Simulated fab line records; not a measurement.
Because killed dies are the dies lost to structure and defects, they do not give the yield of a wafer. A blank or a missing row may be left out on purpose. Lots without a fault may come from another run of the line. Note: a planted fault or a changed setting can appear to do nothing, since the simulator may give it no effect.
Code-filled problem report in 8D (eight disciplines) form :: flow sky130 :: the parts of the form that need people (team, actions taken, sign-off) are left out

1. WHAT IS WRONG
oesProductAu at SKY_VIA3_ETCH_14 reads a mean of 0.748 a.u. on 2 wafers of 1 lot; wafers without a fault read 0.855 a.u. with a standard deviation of 0.0045. That is -24 standard deviations from the usual mean.
The step: etches BARC in N2/H2, stops on SiO2, time 45.9 s, target depth 60 nm.
First seen on wafer L344.4, day 44 17:13, on rieDiel-02. Wafers with a number at this step in the record: 39, from 13 lots. Rule for "out", or "out of limits": more than 4 standard deviations from the usual mean. All remaining wafers that have a number are taken as sound.

2. WHAT IT IS AND WHAT IT IS NOT
question: which readings at this step
is: oesProductAu
is not: drypumpMotorCurrentA, throttleValvePct

question: which lots
is: L344
is not: L328, L329, L330, L331, L332, L333, L334, L335, L343, L347, L348, L350

question: which wafers of those lots
is: L344.4, L344.5
is not: L344.1

question: read on which tools
is: rieDiel-02
is not: rieDiel-03, rieDiel-04

question: when
is: from day 44 17:13
is not: up to then (28 sound wafers); but 9 sound wafers of L347, L348, L350 came after

3. SUSPECTS, AND WHAT RULES EACH OUT
Counting: a tool at a process step up to the reading stays a suspect if it ran every lot that is out. Sound lots after the first of them don't rule it out here, since some wafers of a struck lot are sound.
- pvdSputter-04 at SKY_METAL3_SPUTTER_01 (material TiN, target thk 20 nm, time 16.7 s): kept. The lot that is out, L344, ran on it at day 41 17:59; the last sound lot it ran before that was L331, at day 37 13:22.
- pvdSputter-04 at SKY_METAL3_SPUTTER_03 (material Ti, target thk 5 nm, time 3.3 s): kept. The lot that is out, L344, ran on it at day 41 18:03; the last sound lot it ran before that was L331, at day 37 13:26.
- rieMetal-01 at SKY_METAL3_DESCUM_15 (chemistry O2, time 8 s): kept. The lot that is out, L344, ran on it at day 43 18:16; the last sound lot it ran before that was L343, at day 43 11:56.
- rieDiel-02 at SKY_VIA3_ETCH_14 (etches BARC in N2/H2, stops on SiO2, time 45.9 s, target depth 60 nm): kept. The lot that is out, L344, ran on it at day 44 17:13; the last sound lot it ran before that was L343, at day 44 11:29. Its own readings are out on those wafers: oesProductAu.
- At SKY_VIA3_ETCH_14 on rieDiel-02, chamber 0 took the sound wafers of the same lots and chamber 3 took the wafers that are out.
Left after counting: pvdSputter-04 at SKY_METAL3_SPUTTER_01, pvdSputter-04 at SKY_METAL3_SPUTTER_03, rieMetal-01 at SKY_METAL3_DESCUM_15, rieDiel-02 at SKY_VIA3_ETCH_14.

4. THE CAUSE (what the simulator had put in)
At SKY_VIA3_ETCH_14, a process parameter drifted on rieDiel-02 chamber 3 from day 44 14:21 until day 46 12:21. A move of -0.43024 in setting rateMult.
This tool is one of the 4 suspects left after counting.

5. SEQUENCE OF EFFECTS, ordered by route
Rows list readings where the struck wafers' mean (over those with a number) sits beyond 3 standard deviations from the usual. Scope: only readings with a usual standard deviation given in the record; hours: median across lots of the time from each lot's start at the first step in this table that gives one to its start at this step; sigmas: change in usual standard deviations.
hours: 0
step: SKY_VIA3_ETCH_14
reading: oesProductAu
usual: 0.855 a.u.
on struck wafers: 0.748
change: -0.107
sigmas: -24

hours: 0
step: SKY_VIA3_ETCH_15
reading: oesProductAu
usual: 0.946 a.u.
on struck wafers: 0.375
change: -0.571
sigmas: -99 or more

hours: 0
step: SKY_VIA3_STRIP_16
reading: stripTimeToEndpointS
usual: 4.12 s
on struck wafers: 4.25
change: +0.13
sigmas: +3.8
Here are the process steps it includes:
- SKY_VIA3_ETCH_14: etches BARC in N2/H2, stops on SiO2, time 45.9 s, target depth 60 nm.
- SKY_VIA3_ETCH_15: etches SiO2 in C4F8/O2/Ar, stops on TiN, target depth 507 nm, time 78 s.
- SKY_VIA3_STRIP_16: strips in O2/N2.

6. WHAT WOULD HAVE CAUGHT IT SOONER
First out-of-limits reading in this record: day 44 17:13, which is 3 hours after fault onset at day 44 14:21.
